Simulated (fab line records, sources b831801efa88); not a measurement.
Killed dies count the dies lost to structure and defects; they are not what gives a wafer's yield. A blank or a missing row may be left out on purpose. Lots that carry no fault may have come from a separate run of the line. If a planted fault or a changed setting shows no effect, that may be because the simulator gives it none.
Which tool was responsible?	flow sky130	route of 708 steps, sampled at 1 step: 14 lots, 42 wafers

## WHAT EACH GAUGE READ, for each wafer
The record holds no reading of a measuring or inspecting step that can be judged against a usual standard deviation.

## TOOL THAT RAN EACH LOT (tool first, then ch and the chambers of the sampled wafers, then the start)
lot	SKY_FIELD_ISO_ETCH_14
L427	rie-diel-01 ch 0,2,3, day 2 04:52
L428	rie-diel-01 ch 1,2,3, day 2 10:34
L429	rie-diel-04 ch 0,3, day 2 17:28
L430	rie-diel-04 ch 0,1,3, day 2 20:50
L431	rie-diel-04 ch 1,3, day 3 01:34
L432	rie-diel-04 ch 0,1,2, day 3 05:34
L433	rie-diel-01 ch 0,1,3, day 3 11:28
L434	rie-diel-04 ch 0,2, day 3 16:28
L435	rie-diel-04 ch 0,1,2, day 3 21:13
L436	rie-diel-01 ch 0,1, day 4 04:13
L437	rie-diel-01 ch 0,2,3, day 4 08:37
L442	rie-diel-01 ch 1,2,3, day 5 11:07
L443	rie-diel-01 ch 0,1, day 5 15:58
L450	rie-diel-02 ch 0,1,3, day 7 05:38
- SKY_FIELD_ISO_ETCH_14: etches BARC in N2/H2, stops on SiO2, time 45.9 s, target depth 60 nm.

## AS READ BY THE TOOLS THEMSELVES (means over the sampled wafers that have a number; for cases with no such wafer, the mark the record gives instead)
SKY_FIELD_ISO_ETCH_14.
lot	tool	drypump-motor-current-A (A)	oes-product-au (a.u.)	rf-fwd-power-W (W)	throttle-valve-pct (%)
L427	rie-diel-01	5.9	0.861	495.0	13.231
L428	rie-diel-01	5.6	0.856	494.0	13.231
L429	rie-diel-04	5.3	0.851	492.9	13.223
L430	rie-diel-04	6.0	0.856	494.7	13.228
L431	rie-diel-04	6.2	0.853	494.5	13.221
L432	rie-diel-04	6.5	0.855	492.8	13.224
L433	rie-diel-01	6.0	0.853	495.5	13.220
L434	rie-diel-04	6.5	0.857	491.1	13.227
L435	rie-diel-04	6.5	0.853	493.1	13.222
L436	rie-diel-01	6.1	0.852	492.9	13.229
L437	rie-diel-01	5.9	0.857	496.5	13.218
L442	rie-diel-01	5.6	0.856	414.5	13.226
L443	rie-diel-01	6.1	0.854	415.3	13.216
L450	rie-diel-02	5.5	0.852	495.0	13.227

## THE ANSWER, worked out from the rows above alone
Rule: what is usual is taken from the lots themselves. The widest of any qualifying gaps counts: lots, ordered by their means at a reading, are off when they make up no more than a third of the lots, leave a main group of 4 or more, and stand apart from it by 3 or more times the standard deviation of that group's means. Not used: any main group whose means are identical at the precision the tables above print for the reading. A lot without any number at a reading at which 4 lots or more have one is off too. Any other lot the step has rows for is counted as sound. First the gauges in route order, then the tools' own readings, where a lot's mean is used as printed above. The first step at which some lot is off is used, and at that step the reading that is off furthest; a lot without a number counts as furthest.
Off, at SKY_FIELD_ISO_ETCH_14 on rf-fwd-power-W: L442, L443. Mean 494.0 W and standard deviation 1.4 in the main group.
A tool fits if, at that step or a process step before it, it ran every lot that is off, and no sound lot after the first of them. One candidate fits, namely rie-diel-01 at SKY_FIELD_ISO_ETCH_14. A fault onset in the window from L437 (day 4 08:37, its last sound lot) to L442 (day 5 11:07, its first lot off) fits.
On the lots that are off, the tool's own readings at SKY_FIELD_ISO_ETCH_14 differ by more than 5 times the standard deviation of the sound lots' means, which bears it out; rf-fwd-power-W reads 414.9 W there versus 494.0 W on the sound lots.

## WHAT THE SIMULATOR PUT IN
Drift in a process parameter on rie-diel-01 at SKY_FIELD_ISO_ETCH_14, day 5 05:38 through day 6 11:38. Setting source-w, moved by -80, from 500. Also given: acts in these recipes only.
Lots struck among those shown: L442, L443. This agrees with what the rule above found.
